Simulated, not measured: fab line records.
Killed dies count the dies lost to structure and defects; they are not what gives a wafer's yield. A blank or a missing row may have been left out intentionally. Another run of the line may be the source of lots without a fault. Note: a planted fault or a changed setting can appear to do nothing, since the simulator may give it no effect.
Struck lot and sound lot, side by side || flow sky130 || 17 out of 708 route steps
Sound: wafers L965.1, L965.2, L965.6. Struck: wafers L973.2, L973.4, L973.5. The cause comes at the end.
For every step that has rows: the tool of each side, followed by ch and its chambers, followed by its first start. Under that, the readings that differ: sound wafers || struck wafers || difference of the means || sigmas: that difference in standard deviations of wafers without a fault.
alike: a reading whose means differ by less than 2 such deviations, as well as words and numbers matching on both sides. not compared: withheld readings; readings where some wafer has no value; bounds like >300 that might hide an equal value; numbers whose values overlap and for which the record gives no deviation.
Wherever a step has rows on one side only, a row that says differs or no value, or a row with sigmas, the two part there. Numbers that don't overlap but have no deviation are shown without sigmas and don't part them. A reading missing from all wafers of one side parts the sides only when that side holds two or more wafers.

first, 5 steps without rows for these wafers: SKY_SD_N_COAT_02 (resist thk 1140 nm); SKY_SD_N_SOFTBAKE_03 (time 60 s); SKY_SD_N_EXPOSE_04 (exposes mask NSDM, target cd 380 nm); SKY_SD_N_PEB_05; SKY_SD_N_DEVELOP_06 (develop time 60 s).
SKY_SD_N_CD_MEAS_07: target cd 380 nm.
  sound on cd-sem-01 at day 29 22:43; struck on cd-sem-02 at day 32 16:45
  alike: cd-nm
SKY_SD_N_OVL_MEAS_08:
  sound on overlay-02 at day 29 22:50; struck on overlay-02 at day 32 16:52
  alike: SD_N_OVL
then, 2 steps without rows for these wafers: SKY_SD_N_IMPLANT_09; SKY_SD_N_IMPLANT_10.
SKY_SD_N_STRIP_11: strips in O2/N2.
  sound on plasma-asher-03 ch 0,1, day 29 23:10; struck on plasma-asher-03 ch 1, day 32 17:11
  alike: drypump-motor-current-A, oes-product-au, strip-time-to-endpoint-s
  not compared: rf-hours-counter-h
SKY_SD_N_TW_MEAS_12:
  sound on film-metro-01 at day 29 23:16; struck on film-metro-04 at day 32 17:18
{"reading": "SD_N_TW", "sound": "3866 3890 3890", "struck": "3995 3986 3999", "difference": "+111", "sigmas": "+2"}
then, 1 step without rows for these wafers: SKY_SD_N_CLEAN_13 (cleans in SC1/SC2, time 150 s).
SKY_SD_N_RTA_14: time 2 s.
  sound on rtp-anneal-02 ch 0, day 29 23:23; struck on rtp-anneal-02 ch 0, day 32 17:25
{"reading": "lamp-power-pct (%)", "sound": "15.75 15.62 15.70", "struck": "16.04 16.06 16.07", "difference": "+0.37", "sigmas": "+6"}
{"reading": "wafer_temp_C_max", "sound": "1078.6 1076.1 1077.6", "struck": "1092.5 1091.7 1091.9", "difference": "+14.6", "sigmas": "+12"}
SKY_SD_N_RS_MEAS_16: measures by four-point-probe.
  sound on film-metro-04 at day 29 23:34; struck on film-metro-01 at day 32 17:35
{"reading": "SD_N_RS (ohm/sq)", "sound": "68.32 68.44 68.41", "struck": "65.84 65.77 65.76", "difference": -2.60, "sigmas": -22}
SKY_SD_N_RS_MEAS_17: measures by four-point-probe.
  sound on film-metro-04 at day 29 23:41; struck on film-metro-01 at day 32 17:43
{"reading": "SD_P_RS (ohm/sq)", "sound": "146.8 146.8 146.5", "struck": "134.5 134.1 134.5", "difference": -12.3, "sigmas": -33}
SKY_SD_N_RS_MEAS_18: measures by four-point-probe.
  sound on film-metro-04 at day 29 23:48; struck on film-metro-01 at day 32 17:50
  alike: RES_XHIGH_RS
-- here the record skips 16 days between the struck wafers' starts before and after, leaving off in module SD_N and picking up in module PAD_OPEN (first step shown: number 708 of the route) --
SKY_PAD_OPEN_PROBE_99:
  sound on prober-02 at day 47 07:05; struck on prober-02 at day 49 03:41
{"reading": "model.etest.res-xhigh-po.line-ohm-um", "sound": "5504 5799 5978", "struck": "4936 5093 4944", "difference": -769, "sigmas": ""}
{"reading": "model.etest.res-xhigh-po.rs-ohm-sq", "sound": "1968 2045 2091", "struck": "1735 1756 1704", "difference": -303, "sigmas": ""}
{"reading": "model.etest.pfet_01v8.r-on-ohm-um", "sound": "2937 2905 2884", "struck": "2711 2630 2595", "difference": -263, "sigmas": ""}
{"reading": "model.etest.res-pdiff.line-ohm-um", "sound": "1362 1399 1336", "struck": "1219 1264 1256", "difference": -119, "sigmas": ""}
{"reading": "model.etest.res-high-po.line-ohm-um", "sound": "715.6 759.1 755.1", "struck": "667.7 684 661.4", "difference": -72.2, "sigmas": ""}
{"reading": "model.etest.licon-high-po.rc-ohm", "sound": "360.9 352.8 368.9", "struck": "296.6 302.8 288.4", "difference": -64.9, "sigmas": ""}
{"reading": "model.etest.res-high-po.rs-ohm-sq", "sound": "259.3 266.2 266.9", "struck": "233.9 237.4 230.5", "difference": -30.2, "sigmas": ""}
  alike: killed_at_M0_to_M3, killed_at_M4_up, killed-at-contacts, killed-at-front-end, killed-at-other, killed-dies, killed-open, killed-short
  not compared: model.etest.res-ndiff.line-ohm-um

== WHERE THEY PART ==
First at SKY_SD_N_TW_MEAS_12; last, within this record, at SKY_SD_N_RS_MEAS_17. Later steps at which nothing parts them and some readings are alike: SKY_SD_N_RS_MEAS_18, SKY_PAD_OPEN_PROBE_99.

WHY: whatever the simulator had introduced
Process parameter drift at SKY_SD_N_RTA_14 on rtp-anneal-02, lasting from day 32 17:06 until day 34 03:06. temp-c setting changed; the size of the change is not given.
